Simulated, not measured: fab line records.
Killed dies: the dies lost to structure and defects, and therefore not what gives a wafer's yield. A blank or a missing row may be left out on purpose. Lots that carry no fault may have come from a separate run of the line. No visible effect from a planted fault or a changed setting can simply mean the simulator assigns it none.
fab line records ; flow sky130
record lots=12; wafers=36; last-day=50
route steps=708 shown SONOS_ONO@182 POLY_GATE@218 LDD_HVN@275 SPACER@306 PAD_OPEN@708
lots untouched by any fault: they come from a run of this same line in which no faults occurred
start-h: hours from the record's opening day to when the first of the lot's shown wafers began ; wait-h: hours elapsed since this lot's preceding step ; " unchanged from the row above ; L1.1+2: several wafers, shown together as one row ; - no value, or no start was given ; * or withheld: withheld ; < > ~ a bound
route shown NAME@n: NAME is a module with steps in the file, n the number in the route of the first one ; usual: mean/standard deviation of fault-free wafers ; same: alike in all rows ; chamber/n: place in a boat ; sites: each site's reading ; _std_site: standard deviation of those values ; _edge_site: the outer-site mean with the inner-site mean subtracted ; radius-mm: how far each site lies from the wafer's centre ; mask NAME#n: copy n ; behind: the most recent tool/chamber to have shaped the wafer ; hold: reason for holding the lot/hours on hold/outcome of the hold ; device: names the non-switching transistor (n, p or np) ; end of line: the tests these same wafers got at the end of their route ; step lacking rows: just its recipe ; killed: dies lost to structure and defects at the first sort, not the wafer's yield ; map: dies across one wafer; x = killed, . = not, _ = none there
set.NAME: the setting that was run; set.NAME@STEP: the one run at that earlier step ; model.NAME: the simulator's own value behind a step, which no gauge read
the route's steps for a sample of lots (tables are steps, rows are wafers)
services: from which hour (start-h, from the record's first day; less than 0 if before it) a tool's chamber was out of use, for how many hours, and why
## steps
# step SKY_SONOS_ONO_OVL_MEAS_14
# usual SONOS_ONO_OVL=1.1/1.4
lot.wafer;tool;chamber;start-h;wait-h;SONOS_ONO_OVL[nm]
L104.1;overlay-02;-;287.76;0.1;1.0
L104.2;overlay-02;-;287.76;0.1;1.4
L104.6;overlay-02;-;287.76;0.1;0.8
L106.2;overlay-02;-;300.29;0.1;-0.4
L106.3;overlay-02;-;300.29;0.1;0.9
L106.4;overlay-02;-;300.29;0.1;0.4
L105.3;overlay-01;-;300.37;0.1;1.8
L105.4;overlay-01;-;300.37;0.1;2.0
L105.5;overlay-01;-;300.37;0.1;1.4
L107.1;overlay-01;-;317.91;0.1;4.4
L107.3;overlay-01;-;317.91;0.1;2.5
L107.6;overlay-01;-;317.91;0.1;4.1
L109.3;overlay-01;-;330.55;0.1;2.2
L109.5;overlay-01;-;330.55;0.1;0.7
L109.6;overlay-01;-;330.55;0.1;3.2
L110.2;overlay-02;-;335.75;0.1;1.1
L110.3;overlay-02;-;335.75;0.1;2.2
L110.5;overlay-02;-;335.75;0.1;1.0
L113.2;overlay-02;-;356.42;0.1;1.9
L113.3;overlay-02;-;356.42;0.1;0.2
L113.5;overlay-02;-;356.42;0.1;1.2
L121.1;overlay-02;-;429.39;0.1;0.3
L121.4;overlay-02;-;429.39;0.1;2.8
L121.5;overlay-02;-;429.39;0.1;1.9
L122.3;overlay-01;-;436.25;0.1;2.6
L122.4;overlay-01;-;436.25;0.1;2.7
L122.5;overlay-01;-;436.25;0.1;3.4
L123.1;overlay-02;-;439.40;0.1;4.0
L123.3;overlay-02;-;439.40;0.1;3.9
L123.6;overlay-02;-;439.40;0.1;1.7
L124.1;overlay-02;-;454.02;0.1;-2.1
L124.3;overlay-02;-;454.02;0.1;-0.3
L124.6;overlay-02;-;454.02;0.1;-0.7
L125.1;overlay-01;-;455.26;0.1;2.0
L125.4;overlay-01;-;455.26;0.1;2.6
L125.6;overlay-01;-;455.26;0.1;1.8
# step SKY_POLY_GATE_THK_MEAS_04
# recipe reads=Si3N4_of_POLY_GATE_CVD_03
# usual POLY_GATE_CVD_03_THK=74.9/0.72
lot.wafer;tool;chamber;start-h;wait-h;POLY_GATE_CVD_03_THK[nm]
L104.1;film-metro-03;-;352.25;0.0;75.3
L104.2;film-metro-03;-;352.25;0.0;74.8
L104.6;film-metro-03;-;352.25;0.0;75.7
L106.2;film-metro-04;-;366.18;0.0;75.3
L106.3;film-metro-04;-;366.18;0.0;74.8
L106.4;film-metro-04;-;366.18;0.0;74.8
L105.3;film-metro-03;-;366.23;0.1;75.1
L105.4;film-metro-03;-;366.23;0.1;75.2
L105.5;film-metro-03;-;366.23;0.1;75.4
L107.1;film-metro-04;-;380.77;0.0;74.2
L107.3;film-metro-04;-;380.77;0.0;74.5
L107.6;film-metro-04;-;380.77;0.0;74.1
L109.3;film-metro-04;-;395.22;0.0;74.3
L109.5;film-metro-04;-;395.22;0.0;74.1
L109.6;film-metro-04;-;395.22;0.0;74.0
L110.2;film-metro-02;-;399.74;0.0;75.3
L110.3;film-metro-02;-;399.74;0.0;75.2
L110.5;film-metro-02;-;399.74;0.0;74.9
L113.2;film-metro-03;-;421.15;0.0;75.1
L113.3;film-metro-03;-;421.15;0.0;74.3
L113.5;film-metro-03;-;421.15;0.0;74.8
L121.1;film-metro-04;-;498.17;0.0;74.5
L121.4;film-metro-04;-;498.17;0.0;74.7
L121.5;film-metro-04;-;498.17;0.0;75.2
L122.3;film-metro-02;-;505.48;0.0;75.1
L122.4;film-metro-02;-;505.48;0.0;74.8
L122.5;film-metro-02;-;505.48;0.0;75.0
L123.1;film-metro-04;-;509.75;0.0;76.0
L123.3;film-metro-04;-;509.75;0.0;75.6
L123.6;film-metro-04;-;509.75;0.0;75.7
L124.1;film-metro-04;-;521.92;0.0;75.3
L124.3;film-metro-04;-;521.92;0.0;75.8
L124.6;film-metro-04;-;521.92;0.0;76.2
L125.1;film-metro-02;-;523.96;0.0;76.4
L125.4;film-metro-02;-;523.96;0.0;76.2
L125.6;film-metro-02;-;523.96;0.0;76.2
# step SKY_LDD_HVN_IMPLANT_08
# recipe species=P; energy-kev=60; dose-cm2=3e+13; tilt-deg=40
# usual beam-energy-keV=59.996/0.018
lot.wafer;tool;chamber;start-h;wait-h;beam-energy-keV
L104.1;implanter-03;0;472.57;0.0;60.005
L104.2;implanter-03;0;472.57;0.0;60.020
L104.6;implanter-03;0;472.57;0.0;59.982
L106.2;implanter-03;0;491.09;0.0;59.992
L106.3;implanter-03;0;491.09;0.0;60.023
L106.4;implanter-03;0;491.09;0.0;60.016
L105.3;implanter-02;0;491.62;0.1;59.984
L105.4;implanter-02;0;491.62;0.1;59.982
L105.5;implanter-02;0;491.62;0.1;60.006
L107.1;implanter-02;0;509.36;0.0;59.984
L107.3;implanter-02;0;509.36;0.0;59.978
L107.6;implanter-02;0;509.36;0.0;59.987
L109.3;implanter-03;0;520.67;0.1;48.952
L109.5;implanter-03;0;520.67;0.1;48.995
L109.6;implanter-03;0;520.67;0.1;48.952
L110.2;implanter-03;0;525.55;0.0;48.973
L110.3;implanter-03;0;525.55;0.0;48.983
L110.5;implanter-03;0;525.55;0.0;48.973
L113.2;implanter-03;0;545.98;0.0;48.983
L113.3;implanter-03;0;545.98;0.0;48.969
L113.5;implanter-03;0;545.98;0.0;48.960
L121.1;implanter-02;0;619.61;0.0;60.014
L121.4;implanter-02;0;619.61;0.0;59.980
L121.5;implanter-02;0;619.61;0.0;59.983
L122.3;implanter-03;0;628.37;0.1;59.997
L122.4;implanter-03;0;628.37;0.1;60.023
L122.5;implanter-03;0;628.37;0.1;60.004
L123.1;implanter-02;0;632.07;0.0;59.986
L123.3;implanter-02;0;632.07;0.0;60.004
L123.6;implanter-02;0;632.07;0.0;59.991
L124.1;implanter-01;0;643.76;0.0;59.983
L124.3;implanter-01;0;643.76;0.0;59.972
L124.6;implanter-01;0;643.76;0.0;59.979
L125.1;implanter-01;0;644.71;0.0;60.019
L125.4;implanter-01;0;644.71;0.0;59.966
L125.6;implanter-01;0;644.71;0.0;60.014
# step SKY_LDD_HVN_TW_MEAS_10
# usual LDD_HVN_TW=1439/15
lot.wafer;tool;chamber;start-h;wait-h;hold;LDD_HVN_TW
L104.1;film-metro-02;-;472.82;0.1;-;1420
L104.2;film-metro-02;-;472.82;0.1;-;1418
L104.6;film-metro-02;-;472.82;0.1;-;1418
L106.2;film-metro-02;-;491.32;0.1;-;1425
L106.3;film-metro-02;-;491.32;0.1;-;1424
L106.4;film-metro-02;-;491.32;0.1;-;1427
L105.3;film-metro-03;-;491.84;0.1;-;1463
L105.4;film-metro-03;-;491.84;0.1;-;1456
L105.5;film-metro-03;-;491.84;0.1;-;1462
L107.1;film-metro-03;-;509.61;0.1;-;1446
L107.3;film-metro-03;-;509.61;0.1;-;1453
L107.6;film-metro-03;-;509.61;0.1;-;1449
L109.3;film-metro-02;-;520.89;0.1;await-dispo/0.2h/release;1358
L109.5;film-metro-02;-;520.89;0.1;await-dispo/0.2h/release;1351
L109.6;film-metro-02;-;520.89;0.1;await-dispo/0.2h/release;1353
L109.3;film-metro-02;-;521.12;0.2;-;1359
L109.5;film-metro-02;-;521.12;0.2;-;1356
L109.6;film-metro-02;-;521.12;0.2;-;1362
L110.2;film-metro-04;-;525.78;0.1;await-dispo/0.2h/release;1365
L110.3;film-metro-04;-;525.78;0.1;await-dispo/0.2h/release;1365
L110.5;film-metro-04;-;525.78;0.1;await-dispo/0.2h/release;1367
L110.2;film-metro-04;-;526.01;0.2;-;1374
L110.3;film-metro-04;-;526.01;0.2;-;1364
L110.5;film-metro-04;-;526.01;0.2;-;1369
L113.2;film-metro-02;-;546.22;0.1;await-dispo/0.2h/release;1331
L113.3;film-metro-02;-;546.22;0.1;await-dispo/0.2h/release;1340
L113.5;film-metro-02;-;546.22;0.1;await-dispo/0.2h/release;1339
L113.2;film-metro-02;-;546.44;0.2;-;1342
L113.3;film-metro-02;-;546.44;0.2;-;1336
L113.5;film-metro-02;-;546.44;0.2;-;1344
L121.1;film-metro-04;-;619.86;0.1;-;1456
L121.4;film-metro-04;-;619.86;0.1;-;1453
L121.5;film-metro-04;-;619.86;0.1;-;1456
L122.3;film-metro-04;-;628.59;0.1;-;1450
L122.4;film-metro-04;-;628.59;0.1;-;1457
L122.5;film-metro-04;-;628.59;0.1;-;1444
L123.1;film-metro-02;-;632.32;0.1;-;1422
L123.3;film-metro-02;-;632.32;0.1;-;1421
L123.6;film-metro-02;-;632.32;0.1;-;1428
L124.1;film-metro-03;-;644.01;0.1;-;1454
L124.3;film-metro-03;-;644.01;0.1;-;1454
L124.6;film-metro-03;-;644.01;0.1;-;1450
L125.1;film-metro-04;-;644.96;0.1;-;1446
L125.4;film-metro-04;-;644.96;0.1;-;1447
L125.6;film-metro-04;-;644.96;0.1;-;1448
# step SKY_SPACER_ETCHBACK_02
# recipe chemistry=CH3F/O2; target=Si3N4; stop-on=SiO2; source-w=400; bias-w=80; pressure-mtorr=25; ch3f-flow-sccm=40; O2_flow_sccm=30; time-s=46.7; target-depth-a=450
# usual ch3f-flow-sccm=39.97/0.11; drypump-motor-current-A=5.5/0.5; oes-product-au=0.856/0.0062; throttle-valve-pct=10.563/0.009
lot.wafer;tool;chamber;start-h;wait-h;ch3f-flow-sccm;drypump-motor-current-A;oes-product-au;rf-hours-counter-h;throttle-valve-pct
L104.1;rie-diel-03;2;536.46;0.1;39.87;4.8;0.858;18;10.571
L104.2;rie-diel-03;1;536.46;0.1;39.93;6.2;0.853;9;10.561
L104.6;rie-diel-03;3;536.46;0.1;39.90;4.7;0.864;-;10.553
L106.2;rie-diel-02;0;553.35;0.0;40.16;6.3;0.862;7;10.560
L106.3;rie-diel-02;2;553.35;0.0;40.04;5.9;0.861;41;10.564
L106.4;rie-diel-02;1;553.35;0.0;40.26;5.3;0.869;2;10.553
L105.3;rie-diel-01;0;554.56;0.0;39.95;5.1;0.861;3;10.562
L105.4;rie-diel-01;1;554.56;0.0;40.07;5.6;0.858;30;10.566
L105.5;rie-diel-01;2;554.56;0.0;39.91;5.9;0.857;-;10.573
L107.1;rie-diel-03;1;571.30;0.1;39.80;6.2;0.857;10;10.554
L107.3;rie-diel-03;2;571.30;0.1;39.95;4.8;0.853;19;10.543
L107.6;rie-diel-03;1;571.30;0.1;40.06;6.2;0.859;-;10.548
L109.3;rie-diel-02;2;583.01;0.0;40.01;6.0;0.855;42;10.574
L109.5;rie-diel-02;3;583.01;0.0;39.96;5.4;0.854;-;10.583
L109.6;rie-diel-02;2;583.01;0.0;40.02;6.0;0.843;-;10.551
L110.2;rie-diel-01;2;587.12;0.0;39.81;5.9;0.861;29;10.559
L110.3;rie-diel-01;3;587.12;0.0;40.00;5.2;0.856;0;10.562
L110.5;rie-diel-01;2;587.12;0.0;39.83;5.9;0.858;-;10.576
L113.2;rie-diel-03;1;607.35;0.0;39.97;6.2;0.864;10;10.553
L113.3;rie-diel-03;2;607.35;0.0;39.97;4.8;0.856;19;10.561
L113.5;rie-diel-03;3;607.35;0.0;39.88;4.7;0.852;-;10.559
L121.1;rie-diel-02;2;679.14;0.1;40.22;5.9;0.862;44;10.571
L121.4;rie-diel-02;0;679.14;0.1;40.20;6.3;0.846;-;10.558
L121.5;rie-diel-02;2;679.14;0.1;40.06;5.9;0.858;-;10.550
L122.3;rie-diel-03;3;687.24;0.0;40.08;4.7;0.850;9;10.559
L122.4;rie-diel-03;3;687.24;0.0;39.95;4.7;0.855;-;10.566
L122.5;rie-diel-03;1;687.24;0.0;39.89;6.2;0.853;-;10.565
L123.1;rie-diel-01;3;691.78;0.1;39.88;5.2;0.853;2;10.559
L123.3;rie-diel-01;1;691.78;0.1;39.91;5.6;0.850;33;10.541
L123.6;rie-diel-01;3;691.78;0.1;39.90;5.2;0.847;-;10.566
L124.1;rie-diel-01;1;703.65;0.1;39.90;5.6;0.853;33;10.563
L124.3;rie-diel-01;3;703.65;0.1;39.87;5.2;0.855;3;10.571
L124.6;rie-diel-01;3;703.65;0.1;39.97;5.2;0.850;-;10.559
L125.1;rie-diel-03;2;705.91;0.1;40.13;4.8;0.867;21;10.561
L125.4;rie-diel-03;3;705.91;0.1;39.95;4.7;0.857;9;10.569
L125.6;rie-diel-03;2;705.91;0.1;39.97;4.8;0.867;-;10.574
# step SKY_PAD_OPEN_PROBE_99
# usual killed_at_M0_to_M3=42/6.1; killed_at_M4_up=3.1/1.7; killed-at-contacts=24/5.5; killed-at-front-end=16/4.1; killed-at-other=0.3/0.57; killed-dies=86/8.2; killed-open=47/6.8; killed-short=38/5.8
# same gross-dies=492; killed-at-back-side=0
lot.wafer;tool;chamber;start-h;wait-h;killed_at_M0_to_M3;killed_at_M4_up;killed-at-contacts;killed-at-front-end;killed-at-other;killed-dies;killed-open;killed-short
L121.1;prober-02;-;1176.49;0.1;46;6;26;16;0;94;53;41
L121.4;prober-02;-;1176.64;0.2;44;3;25;14;0;86;37;49
L121.5;prober-02;-;1176.69;0.2;37;4;24;20;0;85;45;40
# killed by level:class
L121.1 VIA1:geometric-particle:open=12 VIA2:geometric-particle:open=12 CONTACT:geometric-particle:open=9 CONTACT:geometric-particle:short=8 POLY_GATE:geometric-particle:short=5 LI_CONTACT:geometric-particle:open=5 VIA2:geometric-particle:short=5 VIA3:geometric-particle:short=5
L121.4 VIA1:geometric-particle:open=11 METAL2:geometric-particle:short=11 CONTACT:geometric-particle:open=8 LI_CONTACT:geometric-particle:short=6 LOCAL_INTERCONNECT:geometric-particle:short=5 METAL3:geometric-particle:short=5 FIELD_ISO:geometric-particle:short=4 POLY_GATE:geometric-particle:open=4
L121.5 VIA1:geometric-particle:open=11 LI_CONTACT:geometric-particle:open=8 VIA1:geometric-particle:short=7 CONTACT:geometric-particle:open=6 FIELD_ISO:geometric-particle:short=5 FIELD_ISO:geometric-particle:open=5 METAL1:geometric-particle:short=5 LOCAL_INTERCONNECT:geometric-particle:short=5
## services
tool;chamber;start-h;hours;kind
rie-diel-02;1;459.92;11.6;repair
rie-diel-02;-;473.68;28.1;pm
implanter-01;-;489.27;3.1;pm
rie-diel-03;1;493.24;7.0;repair
implanter-01;-;498.13;1.1;repair
rie-diel-03;0;509.87;7.7;repair
rie-diel-02;-;523.24;1.0;repair
rie-diel-01;1;523.50;10.2;repair
rie-diel-01;1;537.93;13.6;repair
rie-diel-03;0;561.43;4.4;repair
implanter-01;-;614.78;2.6;repair
rie-diel-02;0;619.52;6.6;repair
implanter-02;-;622.43;4.0;pm
implanter-02;-;643.50;1.8;repair
rie-diel-02;1;646.79;7.3;repair
rie-diel-03;-;661.37;0.3;repair
rie-diel-01;-;663.51;2.8;pm
rie-diel-02;3;671.09;8.4;repair
implanter-01;-;673.60;2.6;repair
rie-diel-03;0;674.23;3.0;repair
rie-diel-02;-;675.92;2.8;pm
rie-diel-02;-;684.31;0.2;repair
rie-diel-02;3;688.11;4.3;repair
rie-diel-01;2;699.38;6.4;repair
## key
first-sign step=SKY_LDD_HVN_IMPLANT_08; reading=beam-energy-keV; direction=down; sigmas=99+; usual=*; struck=*
effect step=SKY_LDD_HVN_TW_MEAS_10; reading=visit; direction=added
effect step=SKY_LDD_HVN_TW_MEAS_10; reading=LDD_HVN_TW; direction=down; sigmas=5.7; usual=1439; struck=1352
met-at SKY_LDD_HVN_IMPLANT_08
struck-lots L109,L110,L113
tester-left-out L109,L110,L113
not-acting-at SKY_SONOS_ONO_OVL_MEAS_14,SKY_POLY_GATE_THK_MEAS_04,SKY_SPACER_ETCHBACK_02
onset-between 491.09 520.67
fault kind=process-parameter-drift; tool=implanter-03; chamber=-; onset-h=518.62; steps=SKY_LDD_HVN_IMPLANT_08; channel=energy-kev; offset=*; shape=step; end-h=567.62; acts-in=*; stated=*
# tester-left-out: of these lots the tester's yield and bins aren't shown, on N5 and GAA mostly nor the transistor test; their killed dies are dies lost to structure and defects alone, not to doping, threshold or leakage, so they don't give the yield
